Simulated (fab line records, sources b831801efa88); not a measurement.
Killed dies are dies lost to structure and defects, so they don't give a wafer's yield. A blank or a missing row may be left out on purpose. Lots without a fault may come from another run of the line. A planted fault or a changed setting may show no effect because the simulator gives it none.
Which tool did it? | flow gf180mcu | 13 lots, 39 wafers sampled, at 4 steps of a route of 602

WHAT THE GAUGES READ, wafer by wafer
GF_V4_OVL_MEAS_15. Usual: V4_OVL -2 nm, standard deviation 6.1.
lot  | measured     | on         | V4_OVL (nm) | flag
L879 | day 25 02:27 | overlay-01 | -1 -6 1     |
L880 | day 25 08:26 | overlay-01 | -7 -11 -3   |
L881 | day 25 15:26 | overlay-02 | 7 -1 5      |
L882 | day 25 19:27 | overlay-01 | 0 -8 -6     |
L884 | day 26 20:52 | overlay-02 | -11 2 -2    |
L885 | day 27 01:38 | overlay-02 | 8 5 2       |
L888 | day 28 01:19 | overlay-01 | -8 -4 -13   |
L889 | day 28 02:37 | overlay-02 | -2 -2 -13   |
L891 | day 28 18:35 | overlay-01 | 2 8 0       |
L894 | day 29 18:21 | overlay-01 | 15 -3 4     |
L896 | day 30 10:40 | overlay-01 | -3 -4 -7    |
L899 | day 30 22:03 | overlay-01 | 6 -1 -3     |
L900 | day 31 09:06 | overlay-01 | -7 4 8      |

WHICH TOOL RAN EACH LOT (tool, then ch and the chambers of the sampled wafers, then the start)
lot  | GF_M4_SPUTTER_00             | GF_M4_METAL_ETCH_16               | GF_V4_DEVELOP_13
L879 | pvd_sputter-01, day 23 03:32 | rie_metal-03 ch 0, day 24 02:52   | litho_track-02 ch 0, day 25 02:11
L880 | pvd_sputter-01, day 23 10:26 | rie_metal-01 ch 0,1, day 24 09:17 | litho_track-03 ch 0, day 25 08:11
L881 | pvd_sputter-04, day 23 18:32 | rie_metal-03 ch 0,1, day 24 16:49 | litho_track-04 ch 0, day 25 15:12
L882 | pvd_sputter-04, day 23 22:44 | rie_metal-03 ch 0,1, day 24 20:22 | litho_track-02 ch 0, day 25 19:11
L884 | pvd_sputter-02, day 25 02:16 | rie_metal-02 ch 0, day 25 22:59   | litho_track-04 ch 0, day 26 20:36
L885 | pvd_sputter-02, day 25 06:47 | rie_metal-02 ch 0,1, day 26 03:47 | litho_track-04 ch 0, day 27 01:21
L888 | pvd_sputter-04, day 26 06:59 | rie_metal-02 ch 0,1, day 27 04:19 | litho_track-03 ch 0, day 28 01:02
L889 | pvd_sputter-02, day 26 08:36 | rie_metal-03 ch 0,1, day 27 05:20 | litho_track-03 ch 0, day 28 02:16
L891 | pvd_sputter-04, day 27 00:49 | rie_metal-01 ch 0,1, day 27 21:40 | litho_track-03 ch 0, day 28 18:19
L894 | pvd_sputter-01, day 27 23:41 | rie_metal-01 ch 0,1, day 28 19:17 | litho_track-02 ch 0, day 29 18:05
L896 | pvd_sputter-02, day 28 20:12 | rie_metal-03 ch 0,1, day 29 14:32 | litho_track-04 ch 0, day 30 10:24
L899 | pvd_sputter-04, day 29 07:41 | rie_metal-03 ch 1, day 30 02:38   | litho_track-02 ch 0, day 30 21:47
L900 | pvd_sputter-01, day 29 18:13 | rie_metal-02 ch 0,1, day 30 13:17 | litho_track-02 ch 0, day 31 08:50
- GF_M4_SPUTTER_00: material Ti, target thk 37.5 nm, time 150 s.
- GF_M4_METAL_ETCH_16: etches the open film in Cl2/BCl3, stops on SiO2, target depth 750.8 nm, time 125.1 s.
- GF_V4_DEVELOP_13: develop time 60 s.

WHAT THE TOOLS THEMSELVES READ (means of the sampled wafers that have a number; where no wafer has one, the mark that the record gives instead)
GF_M4_SPUTTER_00. Usual: throttle_valve_pct 30.1 %, standard deviation 0.81.
lot  | tool           | throttle_valve_pct (%) | flag
L879 | pvd_sputter-01 | 30.2                   |
L880 | pvd_sputter-01 | 29.7                   |
L881 | pvd_sputter-04 | 30.5                   |
L882 | pvd_sputter-04 | 30.5                   |
L884 | pvd_sputter-02 | 29.2                   |
L885 | pvd_sputter-02 | 29.5                   |
L888 | pvd_sputter-04 | 30.4                   |
L889 | pvd_sputter-02 | 29.4                   |
L891 | pvd_sputter-04 | 30.3                   |
L894 | pvd_sputter-01 | 30.0                   |
L896 | pvd_sputter-02 | 29.3                   |
L899 | pvd_sputter-04 | 30.3                   |
L900 | pvd_sputter-01 | 30.2                   |

GF_M4_METAL_ETCH_16. Usual: drypump_motor_current_A 5.3 A, standard deviation 0.38; oes_product_au 0.990 a.u., standard deviation 0.0058; throttle_valve_pct 28.228 %, standard deviation 0.01.
lot  | tool         | drypump_motor_current_A (A) | oes_product_au (a.u.) | throttle_valve_pct (%) | flag
L879 | rie_metal-03 | 5.4                         | 0.992                 | 28.234                 |
L880 | rie_metal-01 | 5.6                         | 0.983                 | 28.246                 |
L881 | rie_metal-03 | 5.0                         | 0.991                 | 28.221                 |
L882 | rie_metal-03 | 5.2                         | 0.992                 | 28.221                 |
L884 | rie_metal-02 | 5.7                         | 0.993                 | 28.226                 |
L885 | rie_metal-02 | 5.3                         | 0.991                 | 28.231                 |
L888 | rie_metal-02 | 5.3                         | 0.988                 | 28.224                 |
L889 | rie_metal-03 | 5.0                         | 0.990                 | 28.230                 |
L891 | rie_metal-01 | 5.7                         | 0.984                 | 28.233                 |
L894 | rie_metal-01 | 5.6                         | 0.984                 | 28.228                 |
L896 | rie_metal-03 | 5.0                         | 0.991                 | 28.233                 |
L899 | rie_metal-03 | 4.8                         | 0.988                 | 28.224                 |
L900 | rie_metal-02 | 5.5                         | 0.992                 | 28.223                 |

GF_V4_DEVELOP_13. Usual: developer_temp_C 20.99 C, standard deviation 0.11.
lot  | tool           | developer_temp_C (C) | flag
L879 | litho_track-02 | 20.97                |
L880 | litho_track-03 | 20.86                |
L881 | litho_track-04 | 20.84                |
L882 | litho_track-02 | 21.04                |
L884 | litho_track-04 | 20.87                |
L885 | litho_track-04 | 21.03                |
L888 | litho_track-03 | 21.02                |
L889 | litho_track-03 | 21.83                | OFF
L891 | litho_track-03 | 21.87                | OFF
L894 | litho_track-02 | 20.95                |
L896 | litho_track-04 | 21.09                |
L899 | litho_track-02 | 20.90                |
L900 | litho_track-02 | 20.99                |

THE ANSWER, worked out from the rows above alone
Rule: a lot is off if the mean of its wafers that have a number lies more than 3 standard deviations from the usual mean. A lot without any number at a reading at which 4 lots or more have one is off too. The other lots that the step has rows for count as sound. The gauges are gone through in route order, then the tools' own readings, and for those a lot's mean is taken as printed above. The first step at which some lot is off is used, and at that step the reading that is off furthest; a lot without a number counts as furthest.
Off: L889, L891, at GF_V4_DEVELOP_13 (developer_temp_C).
A tool fits if, at that step or a process step before it, it ran every lot that is off, and no sound lot after the first of them. One fits: litho_track-03 at GF_V4_DEVELOP_13. Its last sound lot is L888 (day 28 01:02), its first lot that is off L889 (day 28 02:16): a fault that began between those two fits.
The tool's own readings at GF_V4_DEVELOP_13 bear it out: on the lots that are off they differ by more than 5 times the standard deviation of the sound lots' means. developer_temp_C reads 21.85 C there against 20.96 C on the sound lots.

WHAT THE SIMULATOR HAD PUT IN
Process parameter drift: litho_track-03, from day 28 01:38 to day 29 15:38, at GF_V4_DEVELOP_13. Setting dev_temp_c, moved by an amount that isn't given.
Lots struck among those shown: L889, L891. The rule above found the same.
